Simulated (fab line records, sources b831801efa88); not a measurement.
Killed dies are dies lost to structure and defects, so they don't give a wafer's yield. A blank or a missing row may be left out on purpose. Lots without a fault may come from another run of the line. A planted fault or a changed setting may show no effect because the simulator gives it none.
Which tool did it? | flow gf180mcu | 7 lots, 21 wafers sampled, at 3 steps of a route of 602

WHAT THE GAUGES READ, wafer by wafer
GF_VT_IMPLANT_TW_MEAS_32.
lot  | measured     | on            | VT_IMPLANT_3_TW
L174 | day 7 16:42  | film_metro-04 | 266.3 266.3 267.1
L176 | day 8 08:01  | film_metro-01 | 270.6 269.2 270.2
L178 | day 8 18:52  | film_metro-03 | 268.4 268.2 268.9
L185 | day 10 18:44 | film_metro-04 | 29.6 29.7 29.6
L187 | day 11 10:11 | film_metro-03 | 270.4 268.8 269.3
L190 | day 12 04:05 | film_metro-03 | 268.3 268.7 270.2
L193 | day 12 23:53 | film_metro-04 | 265.4 267.2 266.1

WHICH TOOL RAN EACH LOT (tool, then ch and the chambers of the sampled wafers, then the start)
lot  | GF_DNWELL_STRIP_08                  | GF_VT_IMPLANT_IMPLANT_30
L174 | plasma_asher-01 ch 0,1, day 3 10:46 | implanter-02 ch 0, day 7 16:28
L176 | plasma_asher-02 ch 0,1, day 3 21:58 | implanter-02 ch 0, day 8 07:47
L178 | plasma_asher-02 ch 1, day 4 07:23   | implanter-02 ch 0, day 8 18:37
L185 | plasma_asher-02 ch 0,1, day 5 21:44 | implanter-03, day 10 18:29
L187 | plasma_asher-02 ch 0,1, day 6 10:25 | implanter-04 ch 0, day 11 09:56
L190 | plasma_asher-01 ch 0,1, day 7 00:46 | implanter-03 ch 0, day 12 03:50
L193 | plasma_asher-01 ch 0,1, day 7 16:28 | implanter-02 ch 0, day 12 23:40
- GF_DNWELL_STRIP_08: strips in O2/N2.
- GF_VT_IMPLANT_IMPLANT_30

THE ANSWER, worked out from the rows above alone
Rule: what is usual is taken from the lots themselves. Put in order of their means at a reading, lots are off if they are a third of the lots or fewer, leave a main group of 4 or more, and stand apart from it by a gap of 3 or more times the standard deviation of the main group's means; of several such gaps the widest counts. A main group whose means are all the same, to the digits that the tables above print for the reading, isn't used. A lot without any number at a reading at which 4 lots or more have one is off too. The other lots that the step has rows for count as sound.
Off: L185, at GF_VT_IMPLANT_TW_MEAS_32 (VT_IMPLANT_3_TW). The main group: mean 268.3, standard deviation 1.4.
A tool fits if, at a process step before that reading, it ran every lot that is off, and no sound lot after the first of them. The gauges at GF_VT_IMPLANT_TW_MEAS_32 are tried like those tools. None of those tried fits.

WHAT THE SIMULATOR HAD PUT IN
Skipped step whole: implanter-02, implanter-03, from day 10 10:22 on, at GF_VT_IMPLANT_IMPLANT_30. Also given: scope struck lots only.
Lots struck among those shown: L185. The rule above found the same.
